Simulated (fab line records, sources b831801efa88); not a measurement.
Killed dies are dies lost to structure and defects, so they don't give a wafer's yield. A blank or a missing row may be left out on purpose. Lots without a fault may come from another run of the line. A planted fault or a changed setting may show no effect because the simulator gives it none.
Which tool did it? | flow gf180mcu | 6 lots, 18 wafers sampled, at 4 steps of a route of 602

WHAT THE GAUGES READ, wafer by wafer
GF_TOP_METAL_CD_MEAS_14: target cd 440 nm.
lot  | measured     | on        | cd_nm (nm)
L638 | day 28 09:47 | cd_sem-01 | 443.9 443.3 441.3
L641 | day 29 12:02 | cd_sem-02 | 441.3 440.1 441.5
L645 | day 30 20:37 | cd_sem-02 | 439.5 438.5 439.5
L647 | day 31 08:33 | cd_sem-02 | 439.6 437.9 439.4
L651 | day 32 13:51 | cd_sem-01 | 438.4 437.5 436.3
L660 | day 34 10:41 | cd_sem-01 | 447.8 450.0 450.6

WHICH TOOL RAN EACH LOT (tool, then ch and the chambers of the sampled wafers, then the start)
lot  | GF_V5_CVD_02                    | GF_V5_CMP_04                  | GF_TOP_METAL_EXPOSE_11
L638 | pecvd-03 ch 0,1, day 26 15:29   | cmp-01 ch 2,3, day 26 15:39   | iline_stepper-01 ch 0, day 28 00:28
L641 | pecvd-02 ch 0,1,2, day 27 20:05 | cmp-01 ch 0,1,3, day 27 20:15 | iline_stepper-01 ch 0, day 29 03:19
L645 | pecvd-04 ch 0,1, day 29 04:16   | cmp-01 ch 0,2, day 29 04:59   | iline_stepper-02 ch 0, day 30 11:46
L647 | pecvd-02 ch 0,2, day 29 18:16   | cmp-02 ch 1,2, day 29 18:26   | iline_stepper-01 ch 0, day 31 00:09
L651 | pecvd-03 ch 0,1, day 31 02:46   | cmp-02 ch 2,3, day 31 03:02   | iline_stepper-01 ch 0, day 32 06:55
L660 | pecvd-04 ch 0,1,2, day 33 00:42 | cmp-01 ch 1,2, day 33 00:52   | iline_stepper-01 ch 0, day 34 02:54
- GF_V5_CVD_02: deposits SiO2 from TEOS, target thk 1450 nm, time 163.28 s.
- GF_V5_CMP_04: polishes SiO2.
- GF_TOP_METAL_EXPOSE_11: exposes mask MetalTop, target cd 440 nm.

THE ANSWER, worked out from the rows above alone
Rule: what is usual is taken from the lots themselves. Put in order of their means at a reading, lots are off if they are a third of the lots or fewer, leave a main group of 4 or more, and stand apart from it by a gap of 3 or more times the standard deviation of the main group's means; of several such gaps the widest counts. A main group whose means are all the same, to the digits that the tables above print for the reading, isn't used. A lot without any number at a reading at which 4 lots or more have one is off too. The other lots that the step has rows for count as sound.
Off: L660, at GF_TOP_METAL_CD_MEAS_14 (cd_nm). The main group: mean 439.9 nm, standard deviation 1.9.
A tool fits if, at a process step before that reading, it ran every lot that is off, and no sound lot after the first of them. The gauges at GF_TOP_METAL_CD_MEAS_14 are tried like those tools. Can't be told from this: 4 tools fit, pecvd-04 at GF_V5_CVD_02, cmp-01 at GF_V5_CMP_04, iline_stepper-01 at GF_TOP_METAL_EXPOSE_11, cd_sem-01 at GF_TOP_METAL_CD_MEAS_14.

WHAT THE SIMULATOR HAD PUT IN
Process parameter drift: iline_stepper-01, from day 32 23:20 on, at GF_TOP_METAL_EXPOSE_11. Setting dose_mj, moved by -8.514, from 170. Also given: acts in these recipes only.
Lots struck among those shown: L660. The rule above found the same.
